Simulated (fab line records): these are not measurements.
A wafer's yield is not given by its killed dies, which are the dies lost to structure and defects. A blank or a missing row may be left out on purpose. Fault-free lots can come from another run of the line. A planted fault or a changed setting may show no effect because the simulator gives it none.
Comparing a struck lot with a sound one :: flow gf180mcu :: 15 out of 602 route steps
Sound: wafers L701.1, L701.4, L701.6. Wafers L713.4, L713.5, L713.6 were the ones struck. The cause is given at the end.
Per side, at each step with rows, come the tool, then ch with its chambers, and then its first start. Under that, the readings that differ: sound wafers :: struck wafers :: difference of the means :: sigmas: that difference in standard deviations of wafers without a fault.
alike: readings whose means differ by less than 2 such deviations, and words and numbers that are the same on both sides. not compared: withheld readings, readings that some wafer has no value for, bounds like >300 that may hide the same value, and numbers for which the record gives no deviation and whose values overlap.
The two part at a step that has a row with sigmas, a row that says differs or no value, or rows on one side only. When numbers do not overlap yet have no deviation, they are printed without sigmas and do not part them. A reading that every wafer of one side lacks parts them only if that side has two wafers or more.

first, 1 step without rows for these wafers: GF_VT_IMPLANT_IMPLANT_41.
GF_VT_IMPLANT_STRIP_42: strips in O2/N2.
  sound on plasma asher-03 ch 0, day 8 09:53; struck on plasma asher-04 ch 0,1, day 11 16:59
  alike: drypump motor current A, heater power w, oes product au, strip time to endpoint s
  not compared: rf hours counter h
GF_VT_IMPLANT_TW_MEAS_43:
  sound: film metro-02 at day 8 09:59; struck: film metro-01 at day 11 17:05
  alike: VT_IMPLANT_4_TW
then, 1 step without rows for these wafers: GF_VT_IMPLANT_CLEAN_44 (cleans in SC1/SC2, time 150 s).
GF_VT_IMPLANT_RTA_45: time 30 s.
  sound on rtp anneal-02 ch 0, day 8 10:09; struck on rtp anneal-01 ch 0, day 11 17:13
reading: lamp power pct (%)
sound: 34.7 34.7 34.8
struck: 37.9 38.0 37.8
difference: +3.2
sigmas: +2
  alike: wafer_temp_C_max
GF_VT_IMPLANT_RS_MEAS_46: measurement is done with a four-point probe.
  sound: film metro-01 at day 8 10:15; struck: film metro-02 at day 11 17:19
reading: MVSD_RS (ohm/sq)
sound: 457.7 458.0 458.3
struck: 456.0 454.1 455.2
difference: -2.9
sigmas: -3
GF_VT_IMPLANT_RS_MEAS_47: measurement is done with a four-point probe.
  sound: film metro-01 at day 8 10:22; struck: film metro-02 at day 11 17:26
  alike: NWELL_RS
GF_VT_IMPLANT_RS_MEAS_48: measurement is done with a four-point probe.
  sound: film metro-01 at day 8 10:29; struck: film metro-02 at day 11 17:34
  alike: LVPWELL_RS
GF_VT_IMPLANT_RS_MEAS_49: measurement is done with a four-point probe.
  sound: film metro-01 at day 8 10:37; struck: film metro-02 at day 11 17:41
  alike: MVPSD_RS
then, 3 steps without rows for these wafers: GF_VT_IMPLANT_WET_ETCH_50 (etches SiO2 in dHF, target depth 20 nm, time 400 s); GF_DUAL_GATE_CLEAN_00 (cleans in SC1/SC2, time 150 s); GF_DUAL_GATE_CLEAN_01 (cleans in dHF, time 20 s).
GF_DUAL_GATE_OXIDATION_02: stabilise 600 s, purge 300 s, target thk 10.887 nm.
  sound on furnace-01 ch 0, day 8 10:55; struck on furnace-01 ch 0, day 12 23:56
  alike: spike tc lower C, zone power centre pct
GF_DUAL_GATE_THK_MEAS_03:
  sound: film metro-03 at day 8 12:22; struck: film metro-03 at day 13 01:24
  alike: DUAL_GATE_OXIDATION_00_THK
GF_PASSIVATION_PROBE_99:
  the record has rows for the sound wafers here (prober-02, day 30 06:15) and none for the struck ones

## WHERE THEY PART
Earliest at GF_VT_IMPLANT_RTA_45; latest, in this record, at GF_PASSIVATION_PROBE_99.

WHY: what had been put in by the simulator
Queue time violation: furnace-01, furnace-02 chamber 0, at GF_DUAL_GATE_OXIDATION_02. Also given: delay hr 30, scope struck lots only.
